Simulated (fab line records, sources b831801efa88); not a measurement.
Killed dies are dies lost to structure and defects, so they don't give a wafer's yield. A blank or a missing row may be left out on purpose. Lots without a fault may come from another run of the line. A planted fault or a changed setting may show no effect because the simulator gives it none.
fab line records | flow gf180mcu
record lots=12 wafers=36 last_day=34
route steps=602 shown STI@4 MVPSD@139 V1@337
lots that met no fault: from a run of the same line without faults
start_h: hours from the record's first day to the start of the lot's first wafer shown | wait_h: hours since the lot's step before | " the same as in the row above | L1.1+2: a row that stands for several wafers | - no value, or no start given | * or withheld: withheld | < > ~ a bound
route shown NAME@n: a module of which the file shows steps, and the number in the route of the first | usual: mean/standard deviation of fault-free wafers | same: alike in all rows | chamber/n: place in a boat | sites: the reading at each site | _std_site: their standard deviation | _edge_site: outer sites' mean less inner sites' | radius_mm: how far each site lies from the wafer's centre | mask NAME#n: copy n | behind: the tool/chamber that last shaped the wafer | hold: why the lot was held/for how many hours/how that ended | device: the transistor (n, p or np) that didn't switch | end of line: the same wafers' tests at the end of the route | a step without rows: its recipe alone | killed: dies lost to structure and defects at the first sort, not the wafer's yield | map: a wafer's dies, x killed, . not, _ none there
set.NAME: the setting as run; set.NAME@STEP: as run at that earlier step | model.NAME: the simulator's own value behind a step, which no gauge read
steps of the route over a sample of lots; a table a step, a row a wafer
services: from which hour (start_h, from the record's first day; less than 0 if before it) a tool's chamber was out of use, for how many hours, and why
## steps
# step GF_STI_CVD_03
# recipe material=Si3N4 precursor=DCS/NH3 target_thk_nm=207.16 temp_c=770 time_s=3551 pressure_mtorr=250
# usual spike_tc_centre_C=770.8/1.6 spike_tc_top_C=781.1/2.1 zone_power_top_pct=27.8/2.7
# columns lot.wafer tool chamber start_h wait_h spike_tc_centre_C spike_tc_top_C zone_power_top_pct
L161.2 lpcvd-02 1 26.97 0.0 772.1 784.5 29.9
L161.3 " 1 " " 772.4 784.1 30.2
L161.4 " 1 " " 772.5 785.6 29.7
L162.1 lpcvd-02 0 31.86 0.1 768.6 780.0 24.8
L162.3 " 0 " " 768.8 779.4 24.8
L162.6 " 0 " " 768.9 778.8 24.8
L163.1 lpcvd-01 1 36.58 0.1 772.9 778.6 29.4
L163.2 " 1 " " 772.4 779.5 29.4
L163.5 " 1 " " 773.0 779.9 29.3
L165.1 lpcvd-01 0 47.20 0.1 770.8 781.6 23.1
L165.4 " 0 " " 770.0 782.9 23.4
L165.5 " 0 " " 768.6 783.3 23.2
L167.1 lpcvd-02 1 56.57 0.1 770.9 784.1 29.8
L167.3 " 1 " " 770.5 783.6 30.2
L167.4 " 1 " " 772.9 783.1 30.1
L170.4 lpcvd-01 1 71.57 0.0 773.2 779.4 29.0
L170.5 " 1 " " 771.9 777.9 29.5
L170.6 " 1 " " 769.8 780.3 29.5
L171.1 lpcvd-01 0 76.57 0.1 768.2 783.2 23.0
L171.2 " 0 " " 770.2 782.6 23.2
L171.4 " 0 " " 770.6 784.2 23.1
L175.1 lpcvd-02 0 97.61 0.1 769.0 776.8 25.2
L175.3 " 0 " " 769.3 778.9 24.6
L175.6 " 0 " " 769.9 779.7 24.7
L177.1 lpcvd-02 1 106.57 0.1 771.8 782.6 29.9
L177.3 " 1 " " 770.7 782.7 29.4
L177.4 " 1 " " 770.9 784.3 30.1
L178.1 lpcvd-02 1 111.57 0.1 771.8 784.3 30.2
L178.4 " 1 " " 770.5 784.9 29.7
L178.5 " 1 " " 770.6 782.6 30.0
L179.4 lpcvd-01 1 116.97 0.0 771.5 780.9 29.4
L179.5 " 1 " " 769.5 778.6 29.1
L179.6 " 1 " " 772.1 779.0 29.6
L180.1 lpcvd-01 1 121.57 0.1 772.6 779.9 29.6
L180.4 " 1 " " 771.9 779.5 29.3
L180.5 " 1 " " 770.6 779.3 28.9
# step GF_STI_THK_MEAS_04
# recipe reads=Si3N4_of_STI_CVD_03
# usual STI_CVD_03_THK=207.1/1.9
# columns lot.wafer tool chamber start_h wait_h STI_CVD_03_THK[nm]
L161.2 film_metro-03 - 28.97 0.0 205.3
L161.3 " - " " 207.2
L161.4 " - " " 205.6
L162.1 film_metro-04 - 33.85 0.0 207.1
L162.3 " - " " 207.2
L162.6 " - " " 208.6
L163.1 film_metro-03 - 38.56 0.0 204.2
L163.2 " - " " 205.8
L163.5 " - " " 205.6
L165.1 film_metro-02 - 49.18 0.0 209.7
L165.4 " - " " 208.8
L165.5 " - " " 209.3
L167.1 film_metro-03 - 58.56 0.0 206.7
L167.3 " - " " 207.1
L167.4 " - " " 208.3
L170.4 film_metro-04 - 73.59 0.0 207.1
L170.5 " - " " 205.1
L170.6 " - " " 207.2
L171.1 film_metro-02 - 78.56 0.0 206.5
L171.2 " - " " 208.2
L171.4 " - " " 207.0
L175.1 film_metro-02 - 99.60 0.0 209.7
L175.3 " - " " 209.2
L175.6 " - " " 207.7
L177.1 film_metro-04 - 108.56 0.1 181.7
L177.3 " - " " 181.6
L177.4 " - " " 180.8
L178.1 film_metro-03 - 113.56 0.1 176.8
L178.4 " - " " 175.3
L178.5 " - " " 177.4
L179.4 film_metro-04 - 118.99 0.0 208.4
L179.5 " - " " 206.4
L179.6 " - " " 208.3
L180.1 film_metro-03 - 123.56 0.0 205.6
L180.4 " - " " 205.6
L180.5 " - " " 207.0
# step GF_STI_ETCH_13
# recipe chemistry=CHF3/O2 stop_on=Si over_etch_frac=0.3 target_depth_a=2823.1 source_w=600 bias_w=200 pressure_mtorr=40 chf3_flow_sccm=50 O2_flow_sccm=5 time_s=112.9
# usual drypump_motor_current_A=5.8/0.49 oes_product_au=0.833/0.0062 throttle_valve_pct=8.809/0.0091
# columns lot.wafer tool chamber start_h wait_h drypump_motor_current_A oes_product_au rf_hours_counter_h throttle_valve_pct
L161.2 rie_diel-04 3 41.42 0.1 4.7 0.823 131 8.799
L161.3 " 2 " " 5.1 0.823 80 8.801
L161.4 " 0 " " 5.8 0.835 25 8.804
L162.1 rie_diel-03 0 46.12 0.1 6.0 0.833 6 8.788
L162.3 " 3 " " 5.3 0.826 116 8.806
L162.6 " 2 " " 5.8 0.836 - 8.799
L163.1 rie_diel-03 1 50.85 0.1 6.4 0.831 85 8.811
L163.2 " 0 " " 6.0 0.834 6 8.815
L163.5 " 0 " " 6.0 0.827 - 8.821
L165.1 rie_diel-01 3 62.06 0.1 6.7 0.838 143 8.795
L165.4 " 2 " " 6.1 0.839 26 8.822
L165.5 " 2 " " 6.2 0.846 - 8.822
L167.1 rie_diel-01 3 71.76 0.1 6.7 0.827 144 8.804
L167.3 " 0 " " 5.7 0.838 61 8.810
L167.4 " 2 " " 6.1 0.833 26 8.813
L170.4 rie_diel-04 2 86.51 0.0 5.1 0.833 81 8.817
L170.5 " 1 " " 5.7 0.838 - 8.816
L170.6 " 0 " " 5.8 0.826 - 8.813
L171.1 rie_diel-03 3 91.72 0.1 5.3 0.831 117 8.820
L171.2 " 1 " " 6.4 0.836 86 8.800
L171.4 " 0 " " 5.9 0.834 7 8.816
L175.1 rie_diel-03 1 114.15 0.1 6.4 0.840 86 8.815
L175.3 " 2 " " 5.8 0.834 35 8.818
L175.6 " 1 " " 6.4 0.835 - 8.810
L177.1 rie_diel-01 2 122.65 0.1 6.1 0.783 27 8.778
L177.3 " 0 " " 5.7 0.779 63 8.776
L177.4 " 3 " " 6.7 0.777 145 8.788
L178.1 rie_diel-04 2 128.86 0.1 5.1 0.763 82 8.776
L178.4 " 0 " " 5.8 0.766 27 8.798
L178.5 " 0 " " 5.8 0.773 - 8.798
L179.4 rie_diel-03 3 133.96 0.0 5.3 0.833 118 8.827
L179.5 " 1 " " 6.4 0.834 - 8.811
L179.6 " 2 " " 5.8 0.832 - 8.824
L180.1 rie_diel-01 3 138.45 0.1 6.6 0.834 146 8.808
L180.4 " 1 " " 5.8 0.838 146 8.801
L180.5 " 0 " " 5.7 0.826 - 8.795
# step GF_VT_IMPLANT_RS_MEAS_49
# recipe thk_meas_gauge=four-point-probe
# usual MVPSD_RS=1168/3.1
# columns lot.wafer tool chamber start_h wait_h MVPSD_RS[ohm/sq]
L161.2 film_metro-03 - 176.51 0.1 1166
L161.3 " - " " 1166
L161.4 " - " " 1168
L162.1 film_metro-04 - 182.30 0.1 1168
L162.3 " - " " 1171
L162.6 " - " " 1168
L163.1 film_metro-03 - 191.88 0.1 1170
L163.2 " - " " 1170
L163.5 " - " " 1171
L165.1 film_metro-04 - 204.58 0.1 1163
L165.4 " - " " 1170
L165.5 " - " " 1170
L167.1 film_metro-04 - 215.81 0.1 1169
L167.3 " - " " 1169
L167.4 " - " " 1171
L170.4 film_metro-04 - 239.88 0.1 1171
L170.5 " - " " 1171
L170.6 " - " " 1171
L171.1 film_metro-01 - 247.03 0.1 1169
L171.2 " - " " 1171
L171.4 " - " " 1170
L175.1 film_metro-01 - 272.51 0.1 1172
L175.3 " - " " 1171
L175.6 " - " " 1170
L177.1 film_metro-01 - 285.65 0.1 1167
L177.3 " - " " 1162
L177.4 " - " " 1167
L178.1 film_metro-01 - 290.78 0.1 1174
L178.4 " - " " 1171
L178.5 " - " " 1170
L179.4 film_metro-01 - 297.31 0.1 1169
L179.5 " - " " 1172
L179.6 " - " " 1173
L180.1 film_metro-03 - 305.73 0.1 1166
L180.4 " - " " 1163
L180.5 " - " " 1167
# step GF_V1_CVD_02
# recipe material=SiO2 target_thk_nm=850 precursor=TEOS temp_c=400 time_s=94.851 rf_w=607.8
# usual heater_power_w=685/83
# columns lot.wafer tool chamber start_h wait_h heater_power_w
L161.2 pecvd-01 0 408.62 0.0 742
L161.3 " 1 " " 705
L161.4 " 0 " " 621
L162.1 pecvd-02 2 425.80 0.1 818
L162.3 " 0 " " 784
L162.6 " 1 " " 516
L163.1 pecvd-01 2 431.17 0.1 816
L163.2 " 0 " " 710
L163.5 " 2 " " 655
L165.1 pecvd-04 2 457.15 0.1 589
L165.4 " 1 " " 728
L165.5 " 0 " " 593
L167.1 pecvd-02 0 464.77 0.1 662
L167.3 " 1 " " 604
L167.4 " 1 " " 519
L170.4 pecvd-01 0 505.56 0.1 760
L170.5 " 2 " " 783
L170.6 " 1 " " 664
L171.1 pecvd-02 2 506.90 0.1 699
L171.2 " 0 " " 683
L171.4 " 2 " " 774
L175.1 pecvd-02 2 534.13 0.1 750
L175.3 " 0 " " 678
L175.6 " 1 " " 528
L177.1 pecvd-01 2 553.29 0.1 799
L177.3 " 0 " " 726
L177.4 " 0 " " 767
L178.1 pecvd-02 2 557.92 0.1 780
L178.4 " 1 " " 625
L178.5 " 0 " " 626
L179.4 pecvd-02 1 562.77 0.1 520
L179.5 " 2 " " 648
L179.6 " 0 " " 788
L180.1 pecvd-02 1 579.02 0.1 567
L180.4 " 2 " " 798
L180.5 " 0 " " 729
# step GF_V1_CMP_26
# recipe stop_on=SiO2 down_force_psi=3.5 platen_rpm=60 t_overpolish_s=15 target_thk_nm=0 pad_velocity_m_s=0.94248
# usual head_pressure_psi=3.500/0.0076 motor_current_A=11.0/1.4 overpolish_run_s=15.000/0.0085 time_to_endpoint_s=86/5
# columns lot.wafer tool chamber start_h wait_h head_pressure_psi motor_current_A overpolish_run_s time_to_endpoint_s
L161.4 cmp-01 2 434.29 0.1 3.486 9.7 14.994 90
L161.2 " 3 " " 3.491 8.7 15.015 88
L161.3 " 0 " " 3.502 11.2 14.991 81
L162.1 cmp-01 2 451.44 0.1 3.489 10.4 15.002 90
L162.3 " 0 " " 3.503 11.4 14.990 86
L162.6 " 2 " " 3.507 9.9 14.992 95
L163.2 cmp-02 1 457.64 0.1 3.495 13.9 14.990 79
L163.1 " 2 " " 3.498 10.5 14.998 92
L163.5 " 0 " " 3.509 13.7 15.004 90
L165.1 cmp-01 1 483.23 0.1 3.500 11.0 14.994 83
L165.4 " 3 " " 3.501 8.9 14.996 90
L165.5 " 1 " " 3.514 10.4 15.001 82
L167.4 cmp-01 1 490.58 0.0 3.503 9.9 14.994 79
L167.1 " 2 " " 3.509 9.8 15.002 92
L167.3 " 3 " " 3.497 9.5 15.014 87
L170.4 cmp-01 3 530.17 0.2 3.505 9.6 15.002 88
L170.6 " 0 " " 3.505 11.1 15.000 84
L170.5 " 1 " " 3.487 10.2 15.000 77
L171.2 cmp-01 3 531.84 0.1 3.492 9.8 15.001 85
L171.1 " 0 " " 3.499 11.3 14.998 84
L171.4 " 1 " " 3.498 10.1 14.991 81
L175.3 cmp-01 1 568.75 0.1 3.488 10.8 14.990 81
L175.1 " 3 " " 3.501 9.6 15.001 87
L175.6 " 0 " " 3.487 11.2 15.001 84
L177.4 cmp-01 1 576.59 0.0 3.499 10.1 14.999 80
L177.1 " 3 " " 3.514 9.1 15.018 87
L177.3 " 0 " " 3.501 11.3 14.978 86
L178.4 cmp-01 0 581.30 0.1 3.512 10.7 15.004 82
L178.1 " 1 " " 3.497 10.4 14.993 80
L178.5 " 2 " " 3.499 10.4 15.015 94
L179.4 cmp-01 2 586.48 0.2 3.502 10.2 14.987 96
L179.5 " 3 " " 3.504 9.1 15.001 91
L179.6 " 0 " " 3.506 11.0 14.999 87
L180.1 cmp-01 1 601.65 0.1 3.498 10.4 14.979 81
L180.4 " 2 " " 3.495 10.7 15.000 91
L180.5 " 1 " " 3.504 10.7 14.997 78
## services
# columns tool chamber start_h hours kind
rie_diel-03 2 15.54 4.5 repair
cmp-01 - 15.57 0.3 repair
cmp-01 - 25.69 7.9 pm
pecvd-02 0 33.87 6.4 repair
rie_diel-03 - 48.47 2.1 repair
lpcvd-01 - 56.04 0.9 repair
rie_diel-03 2 68.23 7.3 repair
cmp-01 - 86.27 1.0 repair
pecvd-02 - 152.51 2.8 pm
cmp-01 - 199.47 0.3 repair
pecvd-02 - 203.43 23.0 repair
pecvd-02 - 224.33 0.5 repair
cmp-01 - 232.10 4.0 pm
cmp-01 - 246.87 1.4 repair
lpcvd-01 - 268.72 0.7 repair
lpcvd-01 - 283.99 1.4 repair
cmp-01 - 394.69 4.6 pm
lpcvd-02 - 419.39 1.6 repair
cmp-01 - 431.96 1.0 repair
lpcvd-01 - 444.60 0.7 repair
pecvd-02 2 446.38 15.0 repair
cmp-01 - 515.14 7.2 pm
cmp-01 - 572.10 4.0 pm
pecvd-02 - 596.98 6.0 pm
## key
first_sign step=GF_STI_THK_MEAS_04 reading=STI_CVD_03_THK direction=down sigmas=15 usual=207.1 struck=178.9
effect step=GF_STI_ETCH_13 reading=oes_product_au direction=down sigmas=9.6 usual=0.833 struck=0.773
met_at GF_STI_CVD_03
struck_lots L177,L178
tester_left_out L177,L178
not_acting_at GF_VT_IMPLANT_RS_MEAS_49,GF_V1_CVD_02,GF_V1_CMP_26
onset_between 97.61 106.57
fault kind=process_parameter_drift tool=lpcvd-02 chamber=- onset_h=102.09 steps=GF_STI_CVD_03 channel=time_s offset=* shape=step end_h=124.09 acts_in=* stated=*
# tester_left_out: of these lots the tester's yield and bins aren't shown, on N5 and GAA mostly nor the transistor test; their killed dies are dies lost to structure and defects alone, not to doping, threshold or leakage, so they don't give the yield
